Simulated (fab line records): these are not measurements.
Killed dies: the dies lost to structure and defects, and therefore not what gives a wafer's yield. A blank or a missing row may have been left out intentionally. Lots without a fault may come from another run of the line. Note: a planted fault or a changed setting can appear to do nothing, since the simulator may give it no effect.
The tool behind it: which one? :: flow sky130 :: 12 lots, 36 wafers sampled, at 5 steps of a route of 708

== WHAT THE GAUGES READ, wafer by wafer ==
SKY_VT_ADJUST_LVTN_TW_MEAS_21.
lot: L626
measured: day 7 15:10
on: film_metro-02
VT_ADJUST_LVTN_2_TW: 188.6 187.7 188.5

lot: L627
measured: day 8 01:23
on: film_metro-01
VT_ADJUST_LVTN_2_TW: 189.2 188.9 189.8

lot: L629
measured: day 8 08:53
on: film_metro-01
VT_ADJUST_LVTN_2_TW: 190.0 188.1 188.7

lot: L630
measured: day 8 18:58
on: film_metro-01
VT_ADJUST_LVTN_2_TW: 189.6 189.0 188.9

lot: L637
measured: day 10 23:58
on: film_metro-03
VT_ADJUST_LVTN_2_TW: 204.7 203.4 203.8

lot: L638
measured: day 11 06:59
on: film_metro-02
VT_ADJUST_LVTN_2_TW: 204.4 205.5 205.6

lot: L643
measured: day 12 16:15
on: film_metro-01
VT_ADJUST_LVTN_2_TW: 190.5 189.2 188.5

lot: L644
measured: day 13 11:13
on: film_metro-03
VT_ADJUST_LVTN_2_TW: 187.3 188.0 187.6

lot: L645
measured: day 13 14:56
on: film_metro-03
VT_ADJUST_LVTN_2_TW: 187.9 187.4 187.4

lot: L646
measured: day 13 16:40
on: film_metro-03
VT_ADJUST_LVTN_2_TW: 187.2 188.0 187.6

lot: L648
measured: day 14 04:03
on: film_metro-03
VT_ADJUST_LVTN_2_TW: 187.3 187.8 188.0

lot: L649
measured: day 14 12:25
on: film_metro-02
VT_ADJUST_LVTN_2_TW: 189.6 188.7 189.4

SKY_VT_ADJUST_NCORE_CD_MEAS_07: target cd 380 nm.
lot: L626
measured: day 8 10:53
on: cd_sem-01
cd_nm (nm): 378.5 376.7 377.1

lot: L627
measured: day 8 22:19
on: cd_sem-01
cd_nm (nm): 381.3 382.5 382.4

lot: L629
measured: day 9 06:15
on: cd_sem-02
cd_nm (nm): 379.7 380.8 380.4

lot: L630
measured: day 9 16:26
on: cd_sem-02
cd_nm (nm): 383.2 380.4 382.6

lot: L637
measured: day 11 22:40
on: cd_sem-01
cd_nm (nm): 382.0 379.7 381.8

lot: L638
measured: day 12 06:43
on: cd_sem-02
cd_nm (nm): 377.4 377.0 375.7

lot: L643
measured: day 13 16:58
on: cd_sem-01
cd_nm (nm): 380.2 379.5 382.2

lot: L644
measured: day 14 13:09
on: cd_sem-01
cd_nm (nm): 381.3 380.2 383.1

lot: L645
measured: day 14 17:33
on: cd_sem-01
cd_nm (nm): 383.6 378.7 379.5

lot: L646
measured: day 14 18:08
on: cd_sem-01
cd_nm (nm): 381.9 378.2 382.4

lot: L648
measured: day 15 06:07
on: cd_sem-01
cd_nm (nm): 382.3 383.0 382.9

lot: L649
measured: day 15 14:46
on: cd_sem-01
cd_nm (nm): 378.8 376.3 379.8

== WHAT TOOL EACH LOT RAN ON (gives the tool, then ch and the chambers of the sampled wafers, and finally the start) ==
lot: L626
SKY_PWDE_STRIP_09: plasma_asher-02 ch 0,1, day 3 21:21
SKY_VT_ADJUST_HVTP_STRIP_10: plasma_asher-02 ch 0,1, day 6 00:55
SKY_VT_ADJUST_LVTN_IMPLANT_19: implanter-02 ch 0, day 7 14:55

lot: L627
SKY_PWDE_STRIP_09: plasma_asher-02 ch 0,1, day 4 03:38
SKY_VT_ADJUST_HVTP_STRIP_10: plasma_asher-01 ch 0,1, day 6 10:04
SKY_VT_ADJUST_LVTN_IMPLANT_19: implanter-02 ch 0, day 8 01:08

lot: L629
SKY_PWDE_STRIP_09: plasma_asher-03 ch 0,1, day 4 10:57
SKY_VT_ADJUST_HVTP_STRIP_10: plasma_asher-02 ch 0,1, day 6 18:19
SKY_VT_ADJUST_LVTN_IMPLANT_19: implanter-02 ch 0, day 8 08:38

lot: L630
SKY_PWDE_STRIP_09: plasma_asher-02 ch 0,1, day 4 18:50
SKY_VT_ADJUST_HVTP_STRIP_10: plasma_asher-02 ch 0,1, day 7 02:32
SKY_VT_ADJUST_LVTN_IMPLANT_19: implanter-02 ch 0, day 8 18:45

lot: L637
SKY_PWDE_STRIP_09: plasma_asher-03 ch 0, day 6 13:54
SKY_VT_ADJUST_HVTP_STRIP_10: plasma_asher-02 ch 1, day 9 02:37
SKY_VT_ADJUST_LVTN_IMPLANT_19: implanter-04 ch 0, day 10 23:43

lot: L638
SKY_PWDE_STRIP_09: plasma_asher-01 ch 0,1, day 6 18:32
SKY_VT_ADJUST_HVTP_STRIP_10: plasma_asher-04 ch 0,1, day 9 08:49
SKY_VT_ADJUST_LVTN_IMPLANT_19: implanter-04 ch 0, day 11 06:44

lot: L643
SKY_PWDE_STRIP_09: plasma_asher-01 ch 0,1, day 7 22:45
SKY_VT_ADJUST_HVTP_STRIP_10: plasma_asher-02 ch 0,1, day 10 16:31
SKY_VT_ADJUST_LVTN_IMPLANT_19: implanter-03 ch 0, day 12 16:01

lot: L644
SKY_PWDE_STRIP_09: plasma_asher-02 ch 0,1, day 8 13:49
SKY_VT_ADJUST_HVTP_STRIP_10: plasma_asher-02 ch 0,1, day 11 09:59
SKY_VT_ADJUST_LVTN_IMPLANT_19: implanter-03 ch 0, day 13 11:00

lot: L645
SKY_PWDE_STRIP_09: plasma_asher-01 ch 1, day 8 16:26
SKY_VT_ADJUST_HVTP_STRIP_10: plasma_asher-01 ch 0,1, day 11 14:04
SKY_VT_ADJUST_LVTN_IMPLANT_19: implanter-03 ch 0, day 13 14:41

lot: L646
SKY_PWDE_STRIP_09: plasma_asher-02 ch 0,1, day 8 17:01
SKY_VT_ADJUST_HVTP_STRIP_10: plasma_asher-02 ch 0,1, day 11 14:59
SKY_VT_ADJUST_LVTN_IMPLANT_19: implanter-03 ch 0, day 13 16:26

lot: L648
SKY_PWDE_STRIP_09: plasma_asher-01 ch 0,1, day 9 04:17
SKY_VT_ADJUST_HVTP_STRIP_10: plasma_asher-02 ch 0,1, day 12 01:25
SKY_VT_ADJUST_LVTN_IMPLANT_19: implanter-03 ch 0, day 14 03:49

lot: L649
SKY_PWDE_STRIP_09: plasma_asher-03 ch 0,1, day 9 11:11
SKY_VT_ADJUST_HVTP_STRIP_10: plasma_asher-02 ch 0,1, day 12 09:34
SKY_VT_ADJUST_LVTN_IMPLANT_19: implanter-03 ch 0, day 14 12:10
- SKY_PWDE_STRIP_09: strips in O2/N2.
- SKY_VT_ADJUST_HVTP_STRIP_10: strips in O2/N2.
- SKY_VT_ADJUST_LVTN_IMPLANT_19

== WHAT THE TOOLS THEMSELVES READ (means of the sampled wafers that have a number; where no wafer has one, the mark that the record gives instead) ==
SKY_PWDE_STRIP_09.
lot: L626
tool: plasma_asher-02
drypump_motor_current_A (A): 6.1
oes_product_au (a.u.): 0.722
strip_time_to_endpoint_s (s): 37.07

lot: L627
tool: plasma_asher-02
drypump_motor_current_A (A): 6.1
oes_product_au (a.u.): 0.728
strip_time_to_endpoint_s (s): 36.80

lot: L629
tool: plasma_asher-03
drypump_motor_current_A (A): 6.0
oes_product_au (a.u.): 0.721
strip_time_to_endpoint_s (s): 37.05

lot: L630
tool: plasma_asher-02
drypump_motor_current_A (A): 6.3
oes_product_au (a.u.): 0.727
strip_time_to_endpoint_s (s): 36.95

lot: L637
tool: plasma_asher-03
drypump_motor_current_A (A): 6.1
oes_product_au (a.u.): 0.722
strip_time_to_endpoint_s (s): 36.92

lot: L638
tool: plasma_asher-01
drypump_motor_current_A (A): 5.4
oes_product_au (a.u.): 0.724
strip_time_to_endpoint_s (s): 36.85

lot: L643
tool: plasma_asher-01
drypump_motor_current_A (A): 5.4
oes_product_au (a.u.): 0.722
strip_time_to_endpoint_s (s): 36.90

lot: L644
tool: plasma_asher-02
drypump_motor_current_A (A): 6.2
oes_product_au (a.u.): 0.722
strip_time_to_endpoint_s (s): 36.96

lot: L645
tool: plasma_asher-01
drypump_motor_current_A (A): 4.8
oes_product_au (a.u.): 0.722
strip_time_to_endpoint_s (s): 36.67

lot: L646
tool: plasma_asher-02
drypump_motor_current_A (A): 6.2
oes_product_au (a.u.): 0.722
strip_time_to_endpoint_s (s): 36.71

lot: L648
tool: plasma_asher-01
drypump_motor_current_A (A): 5.4
oes_product_au (a.u.): 0.725
strip_time_to_endpoint_s (s): 36.96

lot: L649
tool: plasma_asher-03
drypump_motor_current_A (A): 6.0
oes_product_au (a.u.): 0.721
strip_time_to_endpoint_s (s): 36.87

SKY_VT_ADJUST_HVTP_STRIP_10.
lot: L626
tool: plasma_asher-02
drypump_motor_current_A (A): 6.1
oes_product_au (a.u.): 0.716
strip_time_to_endpoint_s (s): 14.24

lot: L627
tool: plasma_asher-01
drypump_motor_current_A (A): 5.4
oes_product_au (a.u.): 0.717
strip_time_to_endpoint_s (s): 14.21

lot: L629
tool: plasma_asher-02
drypump_motor_current_A (A): 6.2
oes_product_au (a.u.): 0.715
strip_time_to_endpoint_s (s): 14.23

lot: L630
tool: plasma_asher-02
drypump_motor_current_A (A): 6.1
oes_product_au (a.u.): 0.714
strip_time_to_endpoint_s (s): 14.17

lot: L637
tool: plasma_asher-02
drypump_motor_current_A (A): 6.0
oes_product_au (a.u.): 0.714
strip_time_to_endpoint_s (s): 14.14

lot: L638
tool: plasma_asher-04
drypump_motor_current_A (A): 6.2
oes_product_au (a.u.): 0.720
strip_time_to_endpoint_s (s): 14.20

lot: L643
tool: plasma_asher-02
drypump_motor_current_A (A): 6.1
oes_product_au (a.u.): 0.712
strip_time_to_endpoint_s (s): 14.17

lot: L644
tool: plasma_asher-02
drypump_motor_current_A (A): 6.1
oes_product_au (a.u.): 0.718
strip_time_to_endpoint_s (s): 14.20

lot: L645
tool: plasma_asher-01
drypump_motor_current_A (A): 5.1
oes_product_au (a.u.): 0.715
strip_time_to_endpoint_s (s): 14.17

lot: L646
tool: plasma_asher-02
drypump_motor_current_A (A): 6.2
oes_product_au (a.u.): 0.715
strip_time_to_endpoint_s (s): 14.12

lot: L648
tool: plasma_asher-02
drypump_motor_current_A (A): 6.2
oes_product_au (a.u.): 0.715
strip_time_to_endpoint_s (s): 14.16

lot: L649
tool: plasma_asher-02
drypump_motor_current_A (A): 6.2
oes_product_au (a.u.): 0.708
strip_time_to_endpoint_s (s): 14.24

SKY_VT_ADJUST_LVTN_IMPLANT_19.
lot: L626
tool: implanter-02
dose_ions_cm2: 6.5e+11
faraday_current_uA: 3.70

lot: L627
tool: implanter-02
dose_ions_cm2: 6.5e+11
faraday_current_uA: 3.57

lot: L629
tool: implanter-02
dose_ions_cm2: 6.5e+11
faraday_current_uA: 3.63

lot: L630
tool: implanter-02
dose_ions_cm2: 6.5e+11
faraday_current_uA: 3.74

lot: L637
tool: implanter-04
dose_ions_cm2: 8.6e+11
faraday_current_uA: 4.71

lot: L638
tool: implanter-04
dose_ions_cm2: 8.6e+11
faraday_current_uA: 4.88

lot: L643
tool: implanter-03
dose_ions_cm2: 6.5e+11
faraday_current_uA: 3.67

lot: L644
tool: implanter-03
dose_ions_cm2: 6.5e+11
faraday_current_uA: 3.62

lot: L645
tool: implanter-03
dose_ions_cm2: 6.5e+11
faraday_current_uA: 3.63

lot: L646
tool: implanter-03
dose_ions_cm2: 6.5e+11
faraday_current_uA: 3.66

lot: L648
tool: implanter-03
dose_ions_cm2: 6.5e+11
faraday_current_uA: 3.74

lot: L649
tool: implanter-03
dose_ions_cm2: 6.5e+11
faraday_current_uA: 3.71

== THE ANSWER, worked out from the rows above alone ==
Rule: the usual values come from the lots themselves. Put in order of their means at a reading, lots are off if they are a third of the lots or fewer, leave a main group of 4 or more, and stand apart from it by a gap of 3 or more times the standard deviation of the main group's means; of several such gaps the widest counts. If all means in a main group match to the digits the tables above print for the reading, that group is not used. Also off: a lot with no number at a reading for which 4 or more lots have one. All remaining lots with rows at the step are treated as sound. First the gauges in route order, then the tools' own readings, where a lot's mean is used as printed above. At the first step where some lot is off, the reading lying furthest off is the one used; lots without a number count as furthest.
Off: at SKY_VT_ADJUST_LVTN_TW_MEAS_21 (VT_ADJUST_LVTN_2_TW), L637, L638. Main group: mean 188.5, sd 0.76.
If a tool, at a process step before that reading, ran all the lots that are off and no sound lot after the first of them, it fits. Not tried: the gauges at SKY_VT_ADJUST_LVTN_TW_MEAS_21; whatever is off there is also off at SKY_VT_ADJUST_LVTN_IMPLANT_19, on other tools, and gauge error can't account for it. One fits: SKY_VT_ADJUST_LVTN_IMPLANT_19 on implanter-04. It ran no sound lot before its first lot that is off in this sample, so the start can't be narrowed down.
The tool's own readings at SKY_VT_ADJUST_LVTN_IMPLANT_19 bear it out: on the lots that are off they differ by more than 5 times the standard deviation of the sound lots' means. dose_ions_cm2 reads 8.6e+11 there against 6.5e+11 on the sound lots; faraday_current_uA reads 4.79 there against 3.67 on the sound lots.

== WHAT HAD BEEN PUT IN BY THE SIMULATOR ==
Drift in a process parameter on implanter-04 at SKY_VT_ADJUST_LVTN_IMPLANT_19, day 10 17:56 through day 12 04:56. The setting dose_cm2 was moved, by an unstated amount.
Struck lots among those shown: L637, L638. This agrees with what the rule above found.
